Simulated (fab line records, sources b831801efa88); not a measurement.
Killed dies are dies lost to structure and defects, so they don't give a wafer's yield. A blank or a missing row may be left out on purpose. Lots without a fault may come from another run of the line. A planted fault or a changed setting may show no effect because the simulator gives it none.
fab line records | flow sky130
record lots=7 wafers=18 last_day=50
route steps=708 shown CONTACT@424 METAL1@434 PAD_OPEN@708
lots that met no fault: from a run of the same line without faults
start_h: hours from the record's first day to the start of the lot's first wafer shown | wait_h: hours since the lot's step before | " the same as in the row above | L1.1+2: a row that stands for several wafers | - no value, or no start given | * or withheld: withheld | < > ~ a bound
route shown NAME@n: a module of which the file shows steps, and the number in the route of the first | usual: mean/standard deviation of fault-free wafers | same: alike in all rows | chamber/n: place in a boat | sites: the reading at each site | _std_site: their standard deviation | _edge_site: outer sites' mean less inner sites' | radius_mm: how far each site lies from the wafer's centre | mask NAME#n: copy n | behind: the tool/chamber that last shaped the wafer | hold: why the lot was held/for how many hours/how that ended | device: the transistor (n, p or np) that didn't switch | end of line: the same wafers' tests at the end of the route | a step without rows: its recipe alone | killed: dies lost to structure and defects at the first sort, not the wafer's yield | map: a wafer's dies, x killed, . not, _ none there
set.NAME: the setting as run; set.NAME@STEP: as run at that earlier step | model.NAME: the simulator's own value behind a step, which no gauge read
lots at some steps of the route; a table a step, a row a wafer
services: from which hour (start_h, from the record's first day; less than 0 if before it) a tool's chamber was out of use, for how many hours, and why
## steps
# step SKY_CONTACT_ETCH_18
# recipe target=Si3N4 chemistry=CHF3/O2 stop_on=TiN source_w=600 bias_w=200 pressure_mtorr=40 chf3_flow_sccm=50 O2_flow_sccm=5 time_s=39 target_depth_a=750
# step SKY_CONTACT_STRIP_19
# recipe chemistry=O2/N2 power_w=1400 pressure_mtorr=1500 platen_temp_c=withheld o2_flow_sccm=3000 n2_flow_sccm=300 overash_fraction=0.5
# usual drypump_motor_current_A=5.6/0.46 oes_product_au=0.381/0.0047 strip_time_to_endpoint_s=3.626/0.026
# columns lot.wafer tool chamber start_h wait_h drypump_motor_current_A oes_product_au rf_hours_counter_h strip_time_to_endpoint_s
L759.1 plasma_asher-02 0 786.06 - 5.1 0.385 63 3.667
L759.4 " 1 " " 5.8 0.378 - 3.652
L759.6 " 0 " " 5.1 0.387 - 3.628
L764.1 plasma_asher-02 0 805.34 - 5.1 0.378 65 3.629
L764.5 " 1 " " 5.8 0.380 - 3.642
L766.3 plasma_asher-01 1 808.97 - 6.3 0.381 - 3.656
L766.5 " 1 " " 6.4 0.390 - 3.612
L767.1 plasma_asher-03 1 817.84 - 5.8 0.384 7 3.692
L767.5 " 1 " " 5.8 0.381 - 3.623
L770.2 plasma_asher-03 0 839.31 - 5.6 0.372 10 3.620
L770.3 " 0 " " 5.6 0.374 - 3.642
L770.6 " 0 " " 5.6 0.381 - 3.617
L777.1 plasma_asher-03 0 889.44 - 5.6 0.379 14 3.560
L777.3 " 1 " " 5.8 0.380 - 3.570
L777.6 " 0 " " 5.6 0.386 - 3.613
L779.4 plasma_asher-01 0 906.85 - 4.9 0.379 - 3.654
L779.5 " 1 " " 6.4 0.382 - 3.634
L779.6 " 0 " " 4.9 0.379 - 3.636
# step SKY_CONTACT_STRIP_20
# recipe chemistry=post_etch_residue_remover time_s=1200 temp_c=72.5
# step SKY_CONTACT_CLEAN_21
# recipe chemistry=IPA time_s=180 temp_c=25
# step SKY_CONTACT_CLEAN_22
# recipe chemistry=O3/DIW dry=n2_spin
# step SKY_CONTACT_SPUTTER_23
# recipe material=TiN target_thk_nm=20 chamber_pressure_pa=5 power_w=4000 time_s=80
# step SKY_CONTACT_CVD_24
# recipe material=W target_thk_nm=340 time_s=102.12 temp_c=400 pressure_torr=40
# usual heater_power_w=851/95
# columns lot.wafer tool chamber start_h wait_h heater_power_w
L759.1 cvd_w-01 0 787.06 0.0 954
L759.4 " 1 " " 741
L759.6 " 1 " " 748
L764.1 cvd_w-02 0 806.03 0.0 941
L764.5 " 1 " " 785
L766.3 cvd_w-01 1 809.63 0.1 742
L766.5 " 0 " " 957
L767.1 cvd_w-02 0 818.49 0.0 936
L767.5 " 0 " " 945
L770.2 cvd_w-01 1 839.96 0.0 755
L770.3 " 0 " " 979
L770.6 " 0 " " 954
L777.1 cvd_w-01 0 890.13 0.0 992
L777.3 " 0 " " 969
L777.6 " 1 " " 778
L779.4 cvd_w-02 0 907.56 0.1 954
L779.5 " 1 " " 771
L779.6 " 0 " " 926
# step SKY_CONTACT_RS_MEAS_25
# recipe thk_meas_gauge=four-point-probe reads=W_of_CONTACT_CVD_24+TiN_of_CONTACT_SPUTTER_23
# usual CONTACT_W_RS=0.341/0.0032
# columns lot.wafer tool chamber start_h wait_h CONTACT_W_RS[ohm/sq]
L759.1 film_metro-01 - 787.17 0.1 0.337
L759.4 " - " " 0.336
L759.6 " - " " 0.337
L764.1 film_metro-01 - 806.14 0.1 0.339
L764.5 " - " " 0.343
L766.3 film_metro-01 - 809.74 0.1 0.342
L766.5 " - " " 0.341
L767.1 film_metro-02 - 818.60 0.1 0.343
L767.5 " - " " 0.339
L770.2 film_metro-04 - 840.10 0.1 0.339
L770.3 " - " " 0.336
L770.6 " - " " 0.335
L777.1 film_metro-01 - 890.24 0.1 0.343
L777.3 " - " " 0.341
L777.6 " - " " 0.339
L779.4 film_metro-04 - 907.70 0.1 0.345
L779.5 " - " " 0.345
L779.6 " - " " 0.346
# step SKY_CONTACT_THK_MEAS_26
# recipe thk_meas_gauge=xrf reads=W_of_CONTACT_CVD_24
# usual CONTACT_W_THK=331/3.7
# columns lot.wafer tool chamber start_h wait_h CONTACT_W_THK[nm]
L759.1 film_metro-01 - 787.29 0.1 339
L759.4 " - " " 337
L759.6 " - " " 340
L764.1 film_metro-01 - 806.26 0.1 332
L764.5 " - " " 329
L766.3 film_metro-01 - 809.84 0.1 331
L766.5 " - " " 328
L767.1 film_metro-02 - 818.72 0.1 329
L767.5 " - " " 332
L770.2 film_metro-04 - 840.21 0.1 335
L770.3 " - " " 337
L770.6 " - " " 335
L777.1 film_metro-01 - 890.36 0.1 330
L777.3 " - " " 331
L777.6 " - " " 332
L779.4 film_metro-04 - 907.79 0.1 329
L779.5 " - " " 330
L779.6 " - " " 329
# step SKY_CONTACT_CMP_27
# recipe stop_on=SiO2 t_overpolish_s=15 down_force_psi=3.5 platen_rpm=60 target_thk_nm=0 pad_velocity_m_s=0.94248
# step SKY_METAL1_SPUTTER_00
# recipe material=Ti target_thk_nm=15 power_w=3000 time_s=10 chamber_pressure_pa=0.4
# usual throttle_valve_pct=29.8/1.1
# columns lot.wafer tool chamber start_h wait_h throttle_valve_pct
L759.1 pvd_sputter-04 - 787.65 0.2 30.3
L759.4 " - " " 31.2
L759.6 " - " " 31.2
L764.1 pvd_sputter-03 - 806.62 0.1 30.6
L764.5 " - " " 28.1
L766.3 pvd_sputter-03 - 810.18 0.1 30.5
L766.5 " - " " 27.9
L767.1 pvd_sputter-03 - 819.33 0.2 30.5
L767.5 " - " " 28.8
L770.2 pvd_sputter-01 - 840.56 0.2 30.4
L770.3 " - " " 27.7
L770.6 " - " " 29.7
L777.1 pvd_sputter-03 - 890.72 0.1 30.6
L777.3 " - " " 28.0
L777.6 " - " " 28.7
L779.4 pvd_sputter-04 - 908.12 0.1 31.1
L779.5 " - " " 31.1
L779.6 " - " " 30.1
# step SKY_METAL1_SPUTTER_01
# recipe material=TiN target_thk_nm=20 power_w=6500 time_s=16.7 chamber_pressure_pa=0.4
# usual throttle_valve_pct=29.9/1.1
# columns lot.wafer tool chamber start_h wait_h throttle_valve_pct
L759.1 pvd_sputter-04 - 787.67 0.0 30.2
L759.4 " - " " 31.1
L759.6 " - " " 31.3
L764.1 pvd_sputter-03 - 806.64 0.0 30.6
L764.5 " - " " 27.9
L766.3 pvd_sputter-03 - 810.20 0.0 30.4
L766.5 " - " " 27.8
L767.1 pvd_sputter-03 - 819.35 0.0 30.4
L767.5 " - " " 28.2
L770.2 pvd_sputter-01 - 840.58 0.0 30.5
L770.3 " - " " 28.1
L770.6 " - " " 29.8
L777.1 pvd_sputter-03 - 890.74 0.0 30.7
L777.3 " - " " 28.0
L777.6 " - " " 28.5
L779.4 pvd_sputter-04 - 908.14 0.0 31.1
L779.5 " - " " 31.2
L779.6 " - " " 30.3
# step SKY_METAL1_SPUTTER_02
# recipe material=AlCu target_thk_nm=250 power_w=10600 time_s=13.3 chamber_pressure_pa=0.4
# usual throttle_valve_pct=29.8/1
# columns lot.wafer tool chamber start_h wait_h throttle_valve_pct model.AlCu_of_METAL1_SPUTTER_02.thk_nm
L759.1 pvd_sputter-04 - 787.69 0.0 30.2 249
L759.4 " - " " 31.6 247.7
L759.6 " - " " 31.2 246.9
L764.1 pvd_sputter-03 - 806.67 0.0 30.6 322.4
L764.5 " - " " 28.0 321.5
L766.3 pvd_sputter-03 - 810.23 0.0 30.4 246
L766.5 " - " " 28.0 315.5
L767.1 pvd_sputter-03 - 819.38 0.0 30.6 319
L767.5 " - " " 28.6 318
L770.2 pvd_sputter-01 - 840.60 0.0 30.4 249.4
L770.3 " - " " 28.2 250.5
L770.6 " - " " 29.7 249.4
L777.1 pvd_sputter-03 - 890.77 0.0 30.7 250.8
L777.3 " - " " 28.0 252
L777.6 " - " " 28.6 252.6
L779.4 pvd_sputter-04 - 908.17 0.0 31.1 249.9
L779.5 " - " " 31.4 250.6
L779.6 " - " " 30.5 250.8
# step SKY_METAL1_SPUTTER_03
# recipe material=Ti target_thk_nm=5 power_w=3000 time_s=3.3 chamber_pressure_pa=0.4
# step SKY_METAL1_SPUTTER_04
# recipe material=TiN target_thk_nm=70 power_w=6500 time_s=58.3 chamber_pressure_pa=0.4
# usual throttle_valve_pct=29.8/1.1
# columns lot.wafer tool chamber start_h wait_h throttle_valve_pct
L759.1 pvd_sputter-04 - 787.74 0.0 30.6
L759.4 " - " " 31.2
L759.6 " - " " 31.2
L764.1 pvd_sputter-03 - 806.71 0.0 30.3
L764.5 " - " " 27.9
L766.3 pvd_sputter-03 - 810.27 0.0 30.3
L766.5 " - " " 27.9
L767.1 pvd_sputter-03 - 819.42 0.0 30.6
L767.5 " - " " 28.7
L770.2 pvd_sputter-01 - 840.65 0.0 30.7
L770.3 " - " " 27.6
L770.6 " - " " 29.7
L777.1 pvd_sputter-03 - 890.81 0.0 30.7
L777.3 " - " " 27.9
L777.6 " - " " 28.7
L779.4 pvd_sputter-04 - 908.21 0.0 31.3
L779.5 " - " " 31.3
L779.6 " - " " 30.7
# step SKY_METAL1_RS_MEAS_05
# recipe thk_meas_gauge=four-point-probe reads=TiN_of_METAL1_SPUTTER_04+Ti_of_METAL1_SPUTTER_03+AlCu_of_METAL1_SPUTTER_02+TiN_of_METAL1_SPUTTER_01+Ti_of_METAL1_SPUTTER_00
# usual METAL1_ALCU_RS=0.1272/0.0013
# columns lot.wafer tool chamber start_h wait_h hold METAL1_ALCU_RS[ohm/sq]
L759.1 film_metro-03 - 787.79 0.0 - 0.1273
L759.4 " - " " - 0.1280
L759.6 " - " " - 0.1281
L764.1 film_metro-03 - 806.76 0.0 await_dispo/0.2h/release 0.0978
L764.5 " - " " await_dispo/0.2h/release 0.0977
L764.1 film_metro-03 - 807.09 0.3 - 0.0978
L764.5 " - " " - 0.0979
L766.3 film_metro-01 - 810.36 0.1 await_dispo/0.2h/release 0.1292
L766.5 " - " " await_dispo/0.2h/release 0.0998
L766.3 film_metro-01 - 810.65 0.3 - 0.1291
L766.5 " - " " - 0.0998
L767.1 film_metro-01 - 819.47 0.0 await_dispo/0.2h/release 0.0985
L767.5 " - " " await_dispo/0.2h/release 0.0992
L767.1 film_metro-01 - 819.90 0.4 - 0.0987
L767.5 " - " " - 0.0991
L770.2 film_metro-03 - 840.71 0.0 - 0.1271
L770.3 " - " " - 0.1263
L770.6 " - " " - 0.1271
L777.1 film_metro-04 - 890.86 0.0 - 0.1263
L777.3 " - " " - 0.1258
L777.6 " - " " - 0.1256
L779.4 film_metro-01 - 908.32 0.1 - 0.1270
L779.5 " - " " - 0.1265
L779.6 " - " " - 0.1262
# step SKY_METAL1_THK_MEAS_06
# recipe thk_meas_gauge=xrf reads=AlCu_of_METAL1_SPUTTER_02
# usual METAL1_ALCU_THK=245.4/2.9
# columns lot.wafer tool chamber start_h wait_h hold METAL1_ALCU_THK[nm]
L759.1 film_metro-03 - 787.91 0.1 - 246.0
L759.4 " - " " - 243.1
L759.6 " - " " - 242.5
L764.1 film_metro-03 - 811.24 4.1 await_dispo/0.2h/release 318.7
L764.5 " - " " await_dispo/0.2h/release 316.9
L764.1 film_metro-03 - 811.47 0.2 - 319.1
L764.5 " - " " - 316.6
L766.3 film_metro-01 - 816.41 5.7 await_dispo/0.2h/release 241.8
L766.5 " - " " await_dispo/0.2h/release 311.7
L766.3 film_metro-01 - 816.67 0.2 - 241.2
L766.5 " - " " - 310.6
L767.1 film_metro-01 - 824.76 4.8 await_dispo/0.2h/release 312.8
L767.5 " - " " await_dispo/0.2h/release 313.6
L767.1 film_metro-01 - 824.99 0.2 - 312.4
L767.5 " - " " - 314.0
L770.2 film_metro-03 - 840.82 0.1 - 246.1
L770.3 " - " " - 245.9
L770.6 " - " " - 242.8
L777.1 film_metro-04 - 890.98 0.1 - 249.3
L777.3 " - " " - 249.3
L777.6 " - " " - 250.2
L779.4 film_metro-01 - 908.41 0.1 - 245.8
L779.5 " - " " - 246.4
L779.6 " - " " - 247.4
# step SKY_METAL1_HMDS_08
# recipe prime_time_s=60 prime_temp_c=120
# step SKY_METAL1_COAT_09
# recipe resist=BARC temp_c=withheld time_s=withheld spin_rpm=3000 resist_thk_nm=60
# step SKY_METAL1_COAT_10
# recipe resist=KrF-thick spin_rpm=3000 resist_thk_nm=450
# step SKY_METAL1_SOFTBAKE_11
# recipe temp_c=100 time_s=90 resist=KrF-thick
# step SKY_METAL1_EXPOSE_12
# recipe mask_id=MM1 na=0.8 source_shape=annular sigma_inner=0.55 sigma_outer=0.85 target_cd_nm=140 dose_mj=28
# step SKY_METAL1_PEB_13
# recipe peb_temp_c=withheld peb_time_s=withheld resist=KrF-thick
# step SKY_METAL1_DEVELOP_14
# recipe develop_time_s=60 resist=KrF-thick dev_temp_c=21
# step SKY_METAL1_CD_MEAS_15
# recipe target_cd_nm=140
# usual cd_nm=140.2/1.5
# columns lot.wafer tool chamber start_h wait_h cd_nm
L759.1 cd_sem-02 - 815.12 - 138.5
L759.4 " - " " 137.9
L759.6 " - " " 139.3
L764.1 cd_sem-02 - 833.54 - 139.6
L764.5 " - " " 139.9
L766.3 cd_sem-01 - 836.54 - 139.2
L766.5 " - " " 140.3
L767.1 cd_sem-01 - 845.22 - 139.5
L767.5 " - " " 139.3
L770.2 cd_sem-02 - 866.82 - 142.3
L770.3 " - " " 143.0
L770.6 " - " " 141.9
L777.1 cd_sem-01 - 916.22 - 142.2
L777.3 " - " " 142.1
L777.6 " - " " 142.3
L779.4 cd_sem-01 - 932.70 - 138.8
L779.5 " - " " 137.6
L779.6 " - " " 140.8
# step SKY_METAL1_OVL_MEAS_16
# usual METAL1_OVL=2/5.5
# columns lot.wafer tool chamber start_h wait_h METAL1_OVL[nm]
L759.1 overlay-02 - 815.24 0.1 12
L759.4 " - " " 3
L759.6 " - " " 1
L764.1 overlay-02 - 833.66 0.1 -5
L764.5 " - " " 0
L766.3 overlay-02 - 836.63 0.1 3
L766.5 " - " " 3
L767.1 overlay-01 - 845.34 0.1 3
L767.5 " - " " 3
L770.2 overlay-01 - 866.93 0.1 -1
L770.3 " - " " -5
L770.6 " - " " -5
L777.1 overlay-02 - 916.34 0.1 -2
L777.3 " - " " -2
L777.6 " - " " -1
L779.4 overlay-02 - 932.78 0.1 -5
L779.5 " - " " 4
L779.6 " - " " -4
# step SKY_METAL1_DESCUM_17
# recipe chemistry=O2 source_power_w=150 bias_power_w=0 pressure_mtorr=10 temp_c=40 time_s=8
# step SKY_METAL1_ETCH_18
# recipe chemistry=N2/H2 target=BARC ion_energy_ev=200 bias_w=100 pressure_mtorr=30 n2_flow_sccm=100 h2_flow_sccm=200 icp_w=500 stop_on=SiO2 time_s=45.9 target_depth_a=600
# step SKY_METAL1_METAL_ETCH_19
# recipe target_depth_a=3600 stop_on=SiO2 over_etch_frac=0.3 time_s=78 chemistry=Cl2/BCl3 resist_sidewall_deg=88 pressure_mtorr=10 icp_w=900 bias_w=48.5 Cl2_flow_sccm=60 bcl3_flow_sccm=30
# usual drypump_motor_current_A=5.63/0.28 oes_product_au=0.854/0.0056 throttle_valve_pct=22.265/0.0095
# columns lot.wafer tool chamber start_h wait_h drypump_motor_current_A oes_product_au rf_hours_counter_h throttle_valve_pct
L759.1 rie_metal-02 1 815.37 0.0 5.69 0.862 0 22.257
L759.4 " 0 " " 5.70 0.850 - 22.274
L759.6 " 0 " " 5.69 0.858 - 22.258
L764.1 rie_metal-02 0 833.80 0.0 5.69 0.897 8 22.269
L764.5 " 1 " " 5.71 0.902 - 22.279
L766.3 rie_metal-04 0 836.78 0.1 5.72 0.847 - 22.265
L766.5 " 0 " " 5.74 0.892 - 22.273
L767.1 rie_metal-04 1 845.47 0.0 5.84 0.910 16 22.267
L767.5 " 1 " " 5.84 0.897 - 22.249
L770.2 rie_metal-02 1 867.05 0.0 5.70 0.849 3 22.257
L770.3 " 0 " " 5.70 0.857 - 22.247
L770.6 " 1 " " 5.71 0.850 - 22.270
L777.1 rie_metal-04 0 916.48 0.0 5.72 0.857 10 22.252
L777.3 " 1 " " 5.88 0.860 - 22.269
L777.6 " 1 " " 5.85 0.849 - 22.267
L779.4 rie_metal-01 1 932.93 0.1 4.91 0.851 - 22.262
L779.5 " 0 " " 5.68 0.859 - 22.252
L779.6 " 1 " " 4.93 0.859 - 22.277
# step SKY_METAL1_STRIP_20
# recipe chemistry=O2/N2 power_w=1400 pressure_mtorr=1500 platen_temp_c=withheld o2_flow_sccm=3000 n2_flow_sccm=300 overash_fraction=0.5
# step SKY_PAD_OPEN_PROBE_99
# usual defect_limited_yield=82.6/1.8 killed_at_M0_to_M3=43/7 killed_at_M4_up=3.4/1.9 killed_at_contacts=24/5.4 killed_at_front_end=15/4.4 killed_at_other=0.4/0.63 killed_dies=86/9.1 killed_open=46/6.6 killed_short=39/6.6 sort_bin_3_pad_short=0.9/0.46 sort_bin_5_function=10.3/1.4 sort_bin_6_memory=6.2/1.1 sort_n_pass=406/9.1 sort_yield_pct=82.6/1.8
# same gross_dies=492 killed_at_back_side=0 sort_bin_4_leakage[%]=0 sort_bin_8_speed[%]=0
# columns lot.wafer tool chamber start_h wait_h hold defect_limited_yield[%] killed_at_M0_to_M3 killed_at_M4_up killed_at_contacts killed_at_front_end killed_at_other killed_dies killed_open killed_short sort_bin_3_pad_short[%] sort_bin_5_function[%] sort_bin_6_memory[%] sort_n_pass sort_yield_pct[%] model.etest.met1.line_ohm_um model.etest.met1.rs_ohm_sq
L759.1 prober-01 - 1114.86 0.1 - 80.9 43 4 30 16 1 94 54 40 1.2 12.0 5.9 398 80.9 0.9144 0.1286
L759.4 prober-01 - 1115.01 0.2 - 81.7 49 3 20 18 0 90 49 40 0.8 10.6 6.9 402 81.7 0.9436 0.1296
L759.6 prober-01 - 1115.11 0.2 - 83.3 42 6 23 11 0 82 37 44 1.0 9.8 5.9 410 83.3 0.9196 0.1304
L764.1 prober-02 - 1129.42 0.1 - 82.9 47 5 16 15 1 84 38 46 1.2 10.0 5.9 408 82.9 0.6956 0.09904
L764.5 prober-02 - 1129.62 0.2 - 81.1 41 4 33 14 1 93 55 38 1.8 8.9 8.1 399 81.1 0.7154 0.09855
L766.3 prober-01 - 1130.87 0.2 await_dispo/6.4h/release 79.9 51 7 21 20 0 99 47 52 0.6 11.2 8.3 393 79.9 - -
L766.5 prober-01 - 1130.97 0.2 await_dispo/6.4h/release 82.1 46 1 23 18 0 88 50 38 0.6 11.8 5.5 404 82.1 - -
L767.1 prober-02 - 1136.46 0.1 await_dispo/10.7h/release 83.1 40 1 29 13 0 83 46 37 0.8 10.0 6.1 409 83.1 - -
L767.5 prober-02 - 1136.66 0.2 await_dispo/10.7h/release 80.5 49 3 30 14 0 96 51 45 1.0 10.8 7.7 396 80.5 - -
L770.2 prober-01 - 1153.32 0.1 - 84.3 46 2 18 10 1 77 33 44 0.6 10.0 5.1 415 84.3 0.8989 0.1288
L770.3 prober-01 - 1153.37 0.2 - 80.9 60 3 20 11 0 94 52 42 0.6 12.2 6.3 398 80.9 0.8975 0.127
L770.6 prober-01 - 1153.52 0.2 - 82.1 54 1 24 8 1 88 51 37 0.6 11.8 5.5 404 82.1 0.9138 0.1278
L777.1 prober-02 - 1188.25 0.1 - 81.3 45 4 21 22 0 92 46 46 1.0 12.0 5.7 400 81.3 0.8902 0.1285
L777.3 prober-02 - 1188.35 0.2 - 80.5 35 1 34 25 1 96 52 44 1.0 11.4 7.1 396 80.5 0.9061 0.1279
L777.6 prober-02 - 1188.50 0.2 - 84.1 40 2 22 14 0 78 41 37 0.8 6.9 8.1 414 84.1 0.9122 0.127
L779.4 prober-02 - 1201.17 0.2 - 80.9 47 7 23 16 1 94 44 49 1.4 10.2 7.5 398 80.9 0.8912 0.127
L779.5 prober-02 - 1201.22 0.2 - 81.5 44 1 30 15 1 91 52 39 0.8 11.4 6.3 401 81.5 0.9553 0.1285
L779.6 prober-02 - 1201.27 0.2 - 79.5 45 8 30 17 1 101 52 48 0.8 12.2 7.5 391 79.5 0.9027 0.1281
# killed by level:class
L759.1 CONTACT:geometric_particle:open=17 VIA1:geometric_particle:open=9 METAL1:geometric_particle:short=6 FIELD_ISO:geometric_particle:open=5 LI_CONTACT:geometric_particle:open=5 CONTACT:geometric_particle:short=5 METAL2:geometric_particle:short=5 VIA3:geometric_particle:open=5
L759.4 CONTACT:geometric_particle:open=9 VIA3:geometric_particle:open=8 VIA1:geometric_particle:open=7 VIA2:geometric_particle:open=7 VIA1:geometric_particle:short=6 FIELD_ISO:geometric_particle:open=5 METAL1:geometric_particle:short=5 LI_CONTACT:geometric_particle:open=4
L759.6 METAL1:geometric_particle:short=10 CONTACT:geometric_particle:open=8 CONTACT:geometric_particle:short=7 VIA3:geometric_particle:open=6 VIA2:geometric_particle:open=5 VIA2:geometric_particle:short=5 FIELD_ISO:geometric_particle:short=4 LI_CONTACT:geometric_particle:short=4
L764.1 VIA3:geometric_particle:open=11 VIA1:geometric_particle:open=7 METAL2:geometric_particle:short=7 METAL1:geometric_particle:short=6 CONTACT:geometric_particle:open=5 FIELD_ISO:geometric_particle:short=4 LOCAL_INTERCONNECT:geometric_particle:short=4 VIA2:geometric_particle:short=4
L764.5 VIA1:geometric_particle:open=11 CONTACT:geometric_particle:open=9 LI_CONTACT:geometric_particle:open=8 VIA2:geometric_particle:open=8 LOCAL_INTERCONNECT:geometric_particle:short=5 CONTACT:geometric_particle:short=5 METAL2:geometric_particle:short=5 METAL1:geometric_particle:short=5
L766.3 VIA1:geometric_particle:open=10 FIELD_ISO:geometric_particle:short=9 LOCAL_INTERCONNECT:geometric_particle:short=7 METAL2:geometric_particle:short=7 VIA3:geometric_particle:open=7 CONTACT:geometric_particle:open=5 METAL3:geometric_particle:short=5 VIA2:geometric_particle:open=5
L766.5 VIA1:geometric_particle:open=13 FIELD_ISO:geometric_particle:open=8 VIA2:geometric_particle:open=8 CONTACT:geometric_particle:open=7 LI_CONTACT:geometric_particle:open=6 LOCAL_INTERCONNECT:geometric_particle:short=6 METAL3:geometric_particle:short=6 METAL2:geometric_particle:short=5
L767.1 LI_CONTACT:geometric_particle:open=12 VIA1:geometric_particle:open=10 VIA1:geometric_particle:short=8 CONTACT:geometric_particle:open=7 VIA2:geometric_particle:open=6 METAL1:geometric_particle:short=5 CONTACT:geometric_particle:short=4 POLY_GATE:geometric_particle:open=3
L767.5 LI_CONTACT:geometric_particle:open=12 VIA2:geometric_particle:open=10 METAL1:geometric_particle:short=8 CONTACT:geometric_particle:short=6 CONTACT:geometric_particle:open=6 VIA3:geometric_particle:open=6 VIA2:geometric_particle:short=5 VIA1:geometric_particle:open=5
L770.2 VIA1:geometric_particle:open=17 METAL2:geometric_particle:short=7 VIA1:geometric_particle:short=6 CONTACT:geometric_particle:open=5 POLY_GATE:geometric_particle:short=4 METAL1:geometric_particle:short=4 LOCAL_INTERCONNECT:geometric_particle:short=4 CONTACT:geometric_particle:short=4
L770.3 VIA1:geometric_particle:open=17 METAL1:geometric_particle:short=7 VIA2:geometric_particle:open=7 METAL3:geometric_particle:short=7 LI_CONTACT:geometric_particle:open=6 VIA3:geometric_particle:open=6 FIELD_ISO:geometric_particle:short=5 CONTACT:geometric_particle:open=5
L770.6 VIA1:geometric_particle:open=14 LI_CONTACT:geometric_particle:open=10 METAL1:geometric_particle:short=9 VIA2:geometric_particle:open=8 VIA1:geometric_particle:short=7 CONTACT:geometric_particle:open=5 VIA3:geometric_particle:open=5 METAL2:geometric_particle:short=4
L777.1 VIA1:geometric_particle:open=14 FIELD_ISO:geometric_particle:short=7 POLY_GATE:geometric_particle:short=6 LI_CONTACT:geometric_particle:short=6 VIA1:geometric_particle:short=6 VIA2:geometric_particle:open=6 VIA3:geometric_particle:open=6 CONTACT:geometric_particle:short=5
L777.3 CONTACT:geometric_particle:open=12 FIELD_ISO:geometric_particle:open=10 VIA1:geometric_particle:open=8 FIELD_ISO:geometric_particle:short=7 METAL1:geometric_particle:short=7 LI_CONTACT:geometric_particle:open=6 CONTACT:geometric_particle:short=6 LOCAL_INTERCONNECT:geometric_particle:short=5
L777.6 CONTACT:geometric_particle:open=9 VIA2:geometric_particle:open=8 VIA1:geometric_particle:open=7 METAL1:geometric_particle:short=6 LI_CONTACT:geometric_particle:open=5 POLY_GATE:geometric_particle:short=4 METAL2:geometric_particle:short=4 VIA3:geometric_particle:open=4
L779.4 CONTACT:geometric_particle:open=10 VIA1:geometric_particle:open=7 LI_CONTACT:geometric_particle:open=6 METAL2:geometric_particle:short=6 VIA2:geometric_particle:short=6 METAL4:geometric_particle:short=6 FIELD_ISO:geometric_particle:short=5 METAL1:geometric_particle:short=5
L779.5 LI_CONTACT:geometric_particle:open=11 VIA1:geometric_particle:open=10 CONTACT:geometric_particle:open=7 LOCAL_INTERCONNECT:geometric_particle:short=7 METAL1:geometric_particle:short=7 VIA3:geometric_particle:open=6 FIELD_ISO:geometric_particle:short=5 VIA1:geometric_particle:short=5
L779.6 VIA1:geometric_particle:open=12 CONTACT:geometric_particle:short=11 CONTACT:geometric_particle:open=9 VIA3:geometric_particle:open=7 METAL1:geometric_particle:short=6 POLY_GATE:geometric_particle:open=5 VIA1:geometric_particle:short=5 METAL4:geometric_particle:short=5
# map L764.5 (x killed, . not)
__________x.x......._________
________........x...x._______
______....x.......x....x_____
_____x.....x.xx......x...____
____...xx.............x.x.___
___..........x..x..x....x..__
__x.....x....x....x..xx....._
_........x........xx...xx....
_..........x..x..........x.x.
_...............x...........x
_.........x..........x.......
_.....x.....xx.....x.x.x.....
_......x....x....x......x....
_.x....x..x.x....x...xxx..xx.
_...x..xx..x..x......x.....xx
__....x....x.xx.......x..x.._
___....xx......x.......x...__
____...........x..x.......___
_____..x..x..........x.x.____
______....xx..xxx..x.x.x_____
________.............._______
__________.......xx._________
# map L766.3 (x killed, . not)
__________..xx..x..x_________
________xx.x.........._______
______xxxxx....x..xx.x.x_____
_____...x..x......x....x.____
____............xx........___
___x...x.........x..x......__
__....x...........x...x.x..._
_...x.x...x...x.....x...xx...
_.x.......xx.....xx.x........
_x.xxx......xxxx............x
_.......x..x......xx..xx...x.
_xxx.....x.x.....x..x..x..x..
_.x..........x.xx............
_............x.....x.........
_.x................x..x...x..
__..............x.....x....._
___.x..x.x......x.......x..__
____x...........x.........___
_____....x.x.............____
______........x........._____
________x.xx..x..x...._______
__________.x.x.....x_________
## services
# columns tool chamber start_h hours kind
pvd_sputter-03 - 766.08 4.3 repair
rie_metal-02 1 768.17 - clean
rie_metal-02 1 768.17 24.4 scheduled_down
cvd_w-01 - 786.09 0.6 repair
rie_metal-01 - 789.68 0.4 repair
rie_metal-01 1 791.01 18.2 repair
pvd_sputter-03 - 794.92 6.0 repair
plasma_asher-02 - 814.99 9.5 repair
cvd_w-01 - 822.85 1.1 repair
rie_metal-02 - 823.72 2.8 pm
rie_metal-01 - 833.42 4.0 pm
plasma_asher-03 - 849.81 5.9 repair
cvd_w-01 - 881.53 6.9 pm
rie_metal-01 - 902.66 15.6 pm
cvd_w-01 - 904.00 14.0 pm
cvd_w-01 0 904.00 14.0 vent_cycle
cvd_w-01 1 904.00 14.0 vent_cycle
pvd_sputter-01 - 911.04 14.2 repair
plasma_asher-01 - 911.79 2.8 pm
plasma_asher-02 - 912.70 3.1 repair
plasma_asher-03 - 916.36 0.9 repair
cvd_w-01 0 918.00 - clean
cvd_w-01 1 918.00 - clean
rie_metal-01 - 923.76 2.7 repair
## key
first_sign step=SKY_METAL1_RS_MEAS_05 reading=visit direction=added
effect step=SKY_METAL1_RS_MEAS_05 reading=METAL1_ALCU_RS direction=down sigmas=22 usual=0.1272 struck=0.0986
effect step=SKY_METAL1_THK_MEAS_06 reading=visit direction=added
effect step=SKY_METAL1_THK_MEAS_06 reading=METAL1_ALCU_THK direction=up sigmas=24 usual=245.4 struck=314.7
effect step=SKY_METAL1_METAL_ETCH_19 reading=oes_product_au direction=up sigmas=8.2 usual=0.854 struck=0.900
model_effect step=SKY_METAL1_SPUTTER_02 value=AlCu_of_METAL1_SPUTTER_02.thk_nm without=247.2 struck=319.3
model_effect step=SKY_PAD_OPEN_PROBE_99 value=etest.met1.line_ohm_um without=0.9163 struck=0.7055
met_at SKY_METAL1_SPUTTER_02
struck_wafers L764.1,L764.5,L766.5,L767.1,L767.5
fault kind=process_parameter_drift tool=pvd_sputter-03 chamber=- onset_h=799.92 steps=SKY_METAL1_SPUTTER_02 channel=time_s offset=* shape=step end_h=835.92 scope=struck_wafers_only acts_in=* stated=*
